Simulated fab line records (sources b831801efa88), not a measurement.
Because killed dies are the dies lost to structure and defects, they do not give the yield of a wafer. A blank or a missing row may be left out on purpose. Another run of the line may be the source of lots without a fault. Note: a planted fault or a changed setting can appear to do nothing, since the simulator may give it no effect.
Code-filled problem report in 8D (eight disciplines) form	flow sky130	the parts of the form that need people (team, actions taken, sign-off) are left out

== 1. THE ISSUE ==
Mean of rf_fwd_power_W at SKY_VIA3_ETCH_14: 574.7 W across 9 wafers in 3 lots; on wafers with no fault it is 494.3 W (standard deviation 2.2). Measured from the usual mean, that is +37 standard deviations.
The step: etches BARC in N2/H2, stops on SiO2, time 45.9 s, target depth 60 nm.
First seen on wafer L267.2, day 43 00:55, on rie_diel-01. Wafers with a number at this step in the record: 33, from 11 lots. By rule, "out" or "out of limits" means more than 4 standard deviations away from the usual mean. Any other wafer with a number is counted as sound.

== 2. WHAT IT IS, WHAT IT ISN'T ==
question	is	is not
which readings at this step	rf_fwd_power_W	bias_w, drypump_motor_current_A
which lots	L267, L268, L269	L256, L258, L260, L263, L274, L276, L278, L279
which wafers of those lots	all that have a number	-
read on which tools	rie_diel-01	rie_diel-03, rie_diel-04
when	from day 43 00:55	up to then (12 sound wafers); but 12 sound wafers of L274, L276, L278, L279 came after

== 3. SUSPECTS, AND WHAT RULES EACH OUT ==
Counting: a tool at any process step up to the reading remains a suspect when it ran all the lots that are out and ran no sound lot after the first of those.
- rie_diel-02 at SKY_METAL3_ETCH_17 (etches SiO2 in C4F8/O2/Ar, stops on TiN, time 3.9 s, target depth 15 nm): ruled out as a lasting fault. Sound lots L274 ran on it after its first lot that is out, L267 (day 42 00:00).
- rie_diel-01 at SKY_VIA3_ETCH_14 (etches BARC in N2/H2, stops on SiO2, time 45.9 s, target depth 60 nm): ruled out as a lasting fault. Sound lots L278, L279 ran on it after its first lot that is out, L267 (day 43 00:55).
Left after counting: nothing in the record.

== 4. THE CAUSE (what the simulator had put in) ==
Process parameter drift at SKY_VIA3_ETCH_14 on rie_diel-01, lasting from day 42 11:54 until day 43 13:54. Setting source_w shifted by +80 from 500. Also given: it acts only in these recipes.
Counting ruled it out, wrongly.

== 5. THE EFFECT CHAIN, in route order ==
Rows list readings where the struck wafers' mean (over those with a number) sits beyond 3 standard deviations from the usual. Scope: only readings with a usual standard deviation given in the record; hours: median across lots of the time from each lot's start at the first step in this table that gives one to its start at this step; sigmas: change in usual standard deviations.
hours	step	reading	usual	on struck wafers	change	sigmas
0	SKY_VIA3_ETCH_14	rf_fwd_power_W	494.3 W	574.7	+80.4	+37
Here are the process steps it includes:
- SKY_VIA3_ETCH_14: etches BARC in N2/H2, stops on SiO2, time 45.9 s, target depth 60 nm.

== 6. HOW IT WOULD HAVE BEEN CAUGHT EARLIER ==
In this record no reading fell out of limits until day 43 00:55, 13 hours after the fault had begun at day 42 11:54.
